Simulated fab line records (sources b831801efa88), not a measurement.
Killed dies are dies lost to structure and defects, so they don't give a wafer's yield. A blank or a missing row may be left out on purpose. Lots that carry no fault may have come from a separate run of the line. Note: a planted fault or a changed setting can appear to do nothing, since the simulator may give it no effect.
fab line records	flow sky130	part 2 of 2: steps 43 to 43 of 43
record lots=6	wafers=18	last-day=49
route steps=708 shown VIA2@509 METAL3@532 CAPM@537 PAD_OPEN@708
lots that met no fault: from a run of the same line without faults
start-h: hours from the record's opening day to when the first of the lot's shown wafers began	wait-h: how many hours have passed since the lot's step before this one	" unchanged from the row above	L1.1+2: a single row standing in for several wafers	- no value present, or no start provided	* or withheld: withheld	< > ~ a bound
route shown NAME@n: names a module that has steps shown in the file, with the first one's number in the route	usual: mean/standard deviation of fault-free wafers	same: alike in all rows	chamber/n: place in a boat	sites: the reading at each site	_std_site: standard deviation of those values	_edge_site: mean of outer sites minus mean of inner sites	radius-mm: for every site, how far away it sits from the centre of the wafer	mask NAME#n: copy n	behind: the last tool/chamber to shape the wafer	hold: cause of the lot's hold/its duration in hours/its outcome	device: transistor that didn't switch, given as n, p or np	end of line: the tests these same wafers got at the end of their route	a step without rows: its recipe alone	killed: count of dies lost to structure and defects at first sort (not the wafer's yield)	map: per-die view of a wafer (x killed, . not killed, _ where there is no die)
set.NAME: the run value of the setting; set.NAME@STEP: its run value at that earlier step	model.NAME: the simulator's own value behind a step, which no gauge read
lots seen at some steps along the route; tables by step, rows by wafer
services: the hour from which a tool's chamber was out of use, counted from the record's first day as start-h (under 0 if before that day), plus the number of hours and why
## steps
# step SKY_PAD_OPEN_PROBE_99
# usual defect-limited-yield=82.4/1.9	killed_at_M0_to_M3=44/7.2	killed_at_M4_up=3.1/1.8	killed-at-contacts=25/5.2	killed-at-front-end=15/3.9	killed-at-other=0.2/0.5	killed-dies=86/9.5	killed-open=47/7.3	killed-short=40/6	sort_bin_3_pad_short=0.8/0.44	sort_bin_5_function=10.4/1.5	sort_bin_6_memory=6.3/1.1	sort-n-pass=406/9.5	sort-yield-pct=82.4/1.9
# same gross-dies=492	killed-at-back-side=0	sort_bin_4_leakage[%]=0	sort_bin_8_speed[%]=0
lot.wafer	tool	chamber	start-h	wait-h	defect-limited-yield[%]	killed_at_M0_to_M3	killed_at_M4_up	killed-at-contacts	killed-at-front-end	killed-at-other	killed-dies	killed-open	killed-short	sort_bin_3_pad_short[%]	sort_bin_5_function[%]	sort_bin_6_memory[%]	sort-n-pass	sort-yield-pct[%]	model.etest.tester.sort-n-pass	model.etest.tester.sort-yield-pct	model.etest.tester.sort_bin_5_pct	model.etest.tester.sort_bin_3_pct
L846.2	prober-02	-	1074.82	0.1	83.1	39	3	32	8	1	83	41	42	1.6	10.2	5.1	409	83.1	409	83.13	10.16	1.626
L846.5	prober-02	-	1074.97	0.2	85.2	39	1	24	8	1	73	35	38	1.4	7.3	6.1	419	85.2	419	85.16	7.317	1.423
L846.6	prober-02	-	1075.02	0.2	84.6	41	1	24	10	0	76	33	43	1.0	9.8	4.7	416	84.6	416	84.55	9.756	1.016
L848.2	prober-02	-	1078.63	0.1	79.5	52	4	23	22	0	101	53	48	1.0	12.6	6.9	391	79.5	391	79.47	12.6	1.016
L848.4	prober-02	-	1078.73	0.2	79.9	55	5	23	15	1	99	51	48	0.8	12.4	6.9	393	79.9	393	79.88	12.4	0.813
L848.5	prober-02	-	1078.78	0.2	85.2	37	5	21	10	0	73	33	40	0.6	9.8	4.5	419	85.2	419	85.16	9.756	0.6098
L849.2	prober-02	-	1096.57	0.1	81.3	49	0	26	17	0	92	51	41	0.4	11.4	6.9	400	81.3	400	81.3	11.38	0.4065
L849.3	prober-02	-	1096.62	0.2	81.9	45	5	19	20	0	89	54	35	1.0	10.6	6.5	403	81.9	403	81.91	10.57	1.016
L849.4	prober-02	-	1096.67	0.2	83.5	41	1	26	13	0	81	43	38	0.4	10.0	6.1	411	83.5	411	83.54	9.959	0.4065
L853.2	prober-02	-	1120.18	0.1	75.8	82	5	24	6	2	119	40	35	1.4	16.9	5.9	373	75.8	373	75.81	16.87	1.423
L853.4	prober-02	-	1120.28	0.2	73.8	86	5	29	6	3	129	47	35	1.6	16.3	8.3	363	73.8	363	73.78	16.26	1.626
L853.5	prober-02	-	1120.33	0.2	77.4	63	4	32	12	0	111	57	38	2.0	13.6	6.9	381	77.4	381	77.44	13.62	2.033
L856.2	prober-01	-	1134.87	0.1	76.8	78	4	19	13	0	114	31	39	2.4	13.8	6.9	378	76.8	378	76.83	13.82	2.439
L856.3	prober-01	-	1134.92	0.2	81.7	52	2	27	9	0	90	39	36	1.2	11.2	5.9	402	81.7	402	81.71	11.18	1.22
L856.6	prober-01	-	1135.07	0.2	81.9	49	4	24	12	0	89	46	31	1.4	11.8	4.9	403	81.9	403	81.91	11.79	1.423
L867.1	prober-01	-	1184.06	0.1	82.9	52	1	16	15	0	84	49	35	1.0	11.0	5.1	408	82.9	408	82.93	10.98	1.016
L867.3	prober-01	-	1184.16	0.2	83.1	42	2	26	13	0	83	51	32	1.0	10.6	5.3	409	83.1	409	83.13	10.57	1.016
L867.6	prober-01	-	1184.31	0.2	80.3	48	2	31	16	0	97	49	48	1.2	10.8	7.7	395	80.3	395	80.28	10.77	1.22
# killed by level:class
L846.2 LI_CONTACT:geometric-particle:open=10 VIA1:geometric-particle:open=10 LOCAL_INTERCONNECT:geometric-particle:short=9 CONTACT:geometric-particle:open=9 METAL3:geometric-particle:short=5 VIA2:geometric-particle:open=4 VIA3:geometric-particle:short=4 FIELD_ISO:geometric-particle:open=3
L846.5 METAL1:geometric-particle:short=9 VIA3:geometric-particle:open=8 LI_CONTACT:geometric-particle:open=8 CONTACT:geometric-particle:open=8 VIA2:geometric-particle:short=7 LOCAL_INTERCONNECT:geometric-particle:short=4 CONTACT:geometric-particle:short=4 VIA1:geometric-particle:open=4
L846.6 VIA1:geometric-particle:open=10 VIA3:geometric-particle:short=9 CONTACT:geometric-particle:open=8 LI_CONTACT:geometric-particle:open=6 METAL1:geometric-particle:short=6 CONTACT:geometric-particle:short=5 METAL2:geometric-particle:short=5 FIELD_ISO:geometric-particle:short=4
L848.2 VIA1:geometric-particle:open=11 METAL2:geometric-particle:short=9 LI_CONTACT:geometric-particle:open=8 VIA3:geometric-particle:open=8 FIELD_ISO:geometric-particle:open=7 VIA1:geometric-particle:short=6 VIA2:geometric-particle:open=6 CONTACT:geometric-particle:short=5
L848.4 VIA1:geometric-particle:open=16 VIA2:geometric-particle:open=8 METAL2:geometric-particle:short=8 CONTACT:geometric-particle:open=7 VIA3:geometric-particle:open=6 VIA1:geometric-particle:short=6 FIELD_ISO:geometric-particle:short=5 METAL4:geometric-particle:short=5
L848.5 VIA3:geometric-particle:open=8 CONTACT:geometric-particle:short=8 VIA1:geometric-particle:open=6 METAL2:geometric-particle:short=6 LI_CONTACT:geometric-particle:open=5 POLY_GATE:geometric-particle:short=4 CONTACT:geometric-particle:open=4 METAL1:geometric-particle:short=4
L849.2 VIA1:geometric-particle:open=11 VIA3:geometric-particle:open=9 VIA2:geometric-particle:open=8 CONTACT:geometric-particle:open=7 METAL1:geometric-particle:short=7 LOCAL_INTERCONNECT:geometric-particle:short=6 VIA1:geometric-particle:short=6 LI_CONTACT:geometric-particle:open=5
L849.3 VIA1:geometric-particle:open=11 CONTACT:geometric-particle:open=9 FIELD_ISO:geometric-particle:short=8 LI_CONTACT:geometric-particle:open=8 VIA2:geometric-particle:open=7 VIA1:geometric-particle:short=6 METAL1:geometric-particle:short=5 VIA3:geometric-particle:short=5
L849.4 CONTACT:geometric-particle:open=9 METAL1:geometric-particle:short=9 VIA1:geometric-particle:open=9 POLY_GATE:geometric-particle:open=5 LI_CONTACT:geometric-particle:open=5 LOCAL_INTERCONNECT:geometric-particle:short=5 VIA1:geometric-particle:short=5 LI_CONTACT:geometric-particle:short=4
L853.2 VIA2:unspecified=44 VIA1:geometric-particle:open=11 CONTACT:geometric-particle:open=8 LI_CONTACT:geometric-particle:open=7 METAL2:geometric-particle:short=6 VIA3:geometric-particle:open=6 VIA3:geometric-particle:short=5 LOCAL_INTERCONNECT:geometric-particle:short=4
L853.4 VIA2:unspecified=47 CONTACT:geometric-particle:open=10 VIA1:geometric-particle:open=10 LI_CONTACT:geometric-particle:open=8 VIA2:geometric-particle:open=7 CONTACT:geometric-particle:short=5 METAL1:geometric-particle:open=4 METAL3:geometric-particle:short=4
L853.5 VIA2:unspecified=16 VIA1:geometric-particle:open=13 CONTACT:geometric-particle:open=11 LI_CONTACT:geometric-particle:open=10 VIA1:geometric-particle:short=9 VIA2:geometric-particle:open=7 POLY_GATE:geometric-particle:open=5 VIA3:geometric-particle:open=5
L856.2 VIA2:unspecified=44 LI_CONTACT:geometric-particle:open=8 FIELD_ISO:geometric-particle:short=6 VIA1:geometric-particle:open=6 VIA2:geometric-particle:open=6 LOCAL_INTERCONNECT:geometric-particle:short=4 CONTACT:geometric-particle:open=4 METAL1:geometric-particle:short=4
L856.3 VIA2:unspecified=15 LI_CONTACT:geometric-particle:open=10 CONTACT:geometric-particle:open=8 METAL1:geometric-particle:short=8 VIA3:geometric-particle:open=6 LI_CONTACT:geometric-particle:short=5 VIA1:geometric-particle:open=5 VIA1:geometric-particle:short=5
L856.6 VIA2:unspecified=12 CONTACT:geometric-particle:open=10 VIA1:geometric-particle:open=9 VIA2:geometric-particle:open=9 LOCAL_INTERCONNECT:geometric-particle:short=5 FIELD_ISO:geometric-particle:open=4 VIA2:geometric-particle:short=4 LI_CONTACT:geometric-particle:open=4
L867.1 VIA3:geometric-particle:open=10 METAL2:geometric-particle:short=9 VIA1:geometric-particle:open=9 VIA1:geometric-particle:short=7 VIA2:geometric-particle:open=6 CONTACT:geometric-particle:open=6 SPACER:geometric-particle:open=4 LI_CONTACT:geometric-particle:open=4
L867.3 VIA1:geometric-particle:open=12 LI_CONTACT:geometric-particle:open=9 CONTACT:geometric-particle:open=8 VIA3:geometric-particle:open=7 VIA1:geometric-particle:short=6 METAL2:geometric-particle:short=6 LOCAL_INTERCONNECT:geometric-particle:short=4 CONTACT:geometric-particle:short=4
L867.6 LI_CONTACT:geometric-particle:open=10 VIA1:geometric-particle:open=10 VIA3:geometric-particle:open=9 LOCAL_INTERCONNECT:geometric-particle:short=8 CONTACT:geometric-particle:open=7 METAL1:geometric-particle:short=6 FIELD_ISO:geometric-particle:short=5 POLY_GATE:geometric-particle:short=5
# map L853.4 (x killed, . not)
__________.......x.._________
________x.x.x.x.....xx_______
______...........xx....x_____
_____...xx..x.....x......____
____..xx..................___
___................x...x...__
__.........xxxxx...........x_
_.x.x.x...xxxxxxxxx.x.......x
_..x......xxxxxxx.x..x.......
_.....x..xxxxxxxx...x..x.x...
_x.......xxxxxxxx.....x.....x
_.....x...x.xxxxx.xx....x....
_..x....x..x.x.x.......x....x
_xx....x..x.xx...x.......xx..
_x.....x............xx...x.x.
__.xx.........x...x.....xxx._
___x.x....xx..x.x.......x..__
____................x.....___
_____...x.............x..____
______.......xx........._____
________..x..xx.x....._______
__________x..x...x.._________
# map L856.2 (x killed, . not)
__________.........._________
________.x.....x......_______
______..............x.xx_____
_____...................x____
____.....xx......x..xx....___
___x............xx........x__
__.............xx...x.....x._
_.x....xx.......x............
_....x................x...x..
_x.......x..x............xxx.
_.x...x.....x......xx..x..x..
_.......x........x.....x.x...
_.......x.x..................
_....x.x....xxx.......x....x.
_.........xxxx.xx......x.....
__.......xxxxxx.....x......._
___.x.xxx.xxxxxx...xx......__
____...xxxxxxxxx.......x..___
_____.xxxxxxxxx.x.x...x..____
______...xxx.xx.xx.....x_____
________.xx..x.x......_______
__________x........x_________
## services
tool	chamber	start-h	hours	kind
pecvd-04	2	806.43	5.6	repair
rie-diel-02	-	815.98	0.4	repair
cmp-02	-	825.01	0.3	repair
cmp-01	-	828.08	0.4	repair
cmp-01	-	840.32	3.9	repair
cmp-02	-	858.69	2.2	repair
rie-diel-04	2	863.49	8.6	repair
pecvd-02	0	868.78	3.7	repair
rie-diel-01	1	878.10	1.7	repair
pecvd-02	-	903.42	0.9	repair
pvd-sputter-04	-	904.86	0.8	repair
cmp-02	-	908.55	2.2	repair
cmp-02	-	920.52	1.4	repair
cmp-01	-	922.82	4.0	pm
pecvd-04	2	938.89	18.8	repair
pvd-sputter-02	-	939.27	0.7	repair
rie-diel-01	1	939.36	1.3	repair
pvd-sputter-01	-	944.39	1.8	repair
pvd-sputter-04	-	959.22	0.5	repair
cmp-02	-	964.89	2.0	repair
cmp-02	-	973.13	1.3	repair
pvd-sputter-03	-	980.56	1.7	repair
pvd-sputter-03	-	981.29	2.4	repair
pecvd-02	-	982.22	2.8	pm
## key
first-sign step=SKY_PAD_OPEN_PROBE_99	reading=killed_at_M0_to_M3	direction=up	sigmas=3.4	usual=44	struck=68	wafers-moved=4
effect step=SKY_PAD_OPEN_PROBE_99	reading=sort_bin_5_function	direction=up	sigmas=2.3	usual=10.4	struck=13.9	wafers-moved=3
model-effect step=SKY_PAD_OPEN_PROBE_99	value=etest.tester.sort-n-pass	without=408.5	struck=383.3
met-at SKY_VIA2_ETCH_14
struck-wafers L853.2,L853.4,L853.5,L856.2,L856.3,L856.6
onset-between 846.75 902.95
fault kind=chamber-particle-source	tool=rie-diel-01	chamber=-	onset-h=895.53	steps=SKY_VIA2_ETCH_14	rate-per-visit-cm2=0.5483	end-h=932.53
